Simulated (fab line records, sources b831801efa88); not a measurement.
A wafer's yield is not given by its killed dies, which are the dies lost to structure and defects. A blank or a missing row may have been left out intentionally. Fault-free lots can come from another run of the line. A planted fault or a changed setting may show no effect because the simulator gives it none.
Problem report, 8D (eight disciplines) form, completed by code || flow sky130 || the parts of the form that need people (team, actions taken, sign-off) are left out

1. WHAT IS WRONG
strip time to endpoint s at SKY_METAL5_STRIP_16 reads a mean of 14.22 s on 3 wafers of 2 lots; wafers without a fault read 13.08 s with a standard deviation of 0.12. That puts it +9.5 standard deviations away from the usual mean.
The step: strips in O2/N2.
Seen first at day 46 14:27 on plasma asher-02, wafer L954.1. At this step, 32 wafers from 11 lots have a number in the record. The rule behind "out" and "out of limits": a value lying over 4 standard deviations away from the usual mean. The rest of the wafers with a number are treated as sound.

2. WHAT THIS IS AND IS NOT
{"question": "which readings at this step", "is": "strip time to endpoint s", "is not": "drypump motor current A, oes product au"}
{"question": "which lots", "is": "L954, L957", "is not": "L945, L946, L948, L961, L964, L965, L966, L967, L968"}
{"question": "which wafers of those lots", "is": "L954.1, L957.1, L957.6", "is not": "L954.5, L957.4"}
{"question": "read on which tools", "is": "plasma asher-02, plasma asher-03", "is not": "plasma asher-04"}
{"question": "when", "is": "from day 46 14:27", "is not": "up to then (10 sound wafers); but 19 sound wafers of L957, L961, L964, L965, L966, L967, L968 came after"}

3. THE SUSPECTS, EACH WITH WHAT RULES IT OUT
Counting: a tool at a process step up to the reading stays a suspect if it ran every lot that is out. Sound lots after the first of them don't rule it out here, since some wafers of a struck lot are sound.
- rie diel-02 at SKY_FIELD_ISO_ETCH_14 (etches BARC in N2/H2, stops on SiO2, time 45.9 s, target depth 60 nm): kept. It ran every lot that is out, first L954 (day 4 03:53); its last sound lot up to then is L946 (day 2 10:26).
- litho track-03 at SKY_METAL5_COAT_09 (resist thk 1800 nm): kept. It ran every lot that is out, first L954 (day 46 03:16); its last sound lot up to then is L946 (day 44 06:47).
Remaining after the count are rie diel-02 at SKY_FIELD_ISO_ETCH_14 and litho track-03 at SKY_METAL5_COAT_09.

4. THE CAUSE (what the simulator had put in)
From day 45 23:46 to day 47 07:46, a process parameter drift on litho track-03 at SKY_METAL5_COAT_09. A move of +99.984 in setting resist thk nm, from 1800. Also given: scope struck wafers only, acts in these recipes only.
This tool is one of the 2 suspects left after counting.

5. SEQUENCE OF EFFECTS, ordered by route
Rows list readings where the struck wafers' mean (over those with a number) sits beyond 3 standard deviations from the usual. Scope: only readings with a usual standard deviation given in the record; hours: median across lots of the time from each lot's start at the first step in this table that gives one to its start at this step; sigmas: change in usual standard deviations.
{"hours": 0, "step": "SKY_METAL5_STRIP_16", "reading": "strip time to endpoint s", "usual": "13.08 s", "on struck wafers": 14.22, "change": "+1.14", "sigmas": "+9.5"}
It contains these process steps:
- SKY_METAL5_STRIP_16: strips in O2/N2.

6. HOW IT WOULD HAVE BEEN CAUGHT EARLIER
The fault began at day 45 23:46; the first out-of-limits reading in this record came at day 46 14:27, 15 hours later.
Among the 2 lots that are out, L957 began SKY_METAL5_COAT_09 on litho track-03 after day 46 14:27. A tool hold placed at that time would have kept it from harm.
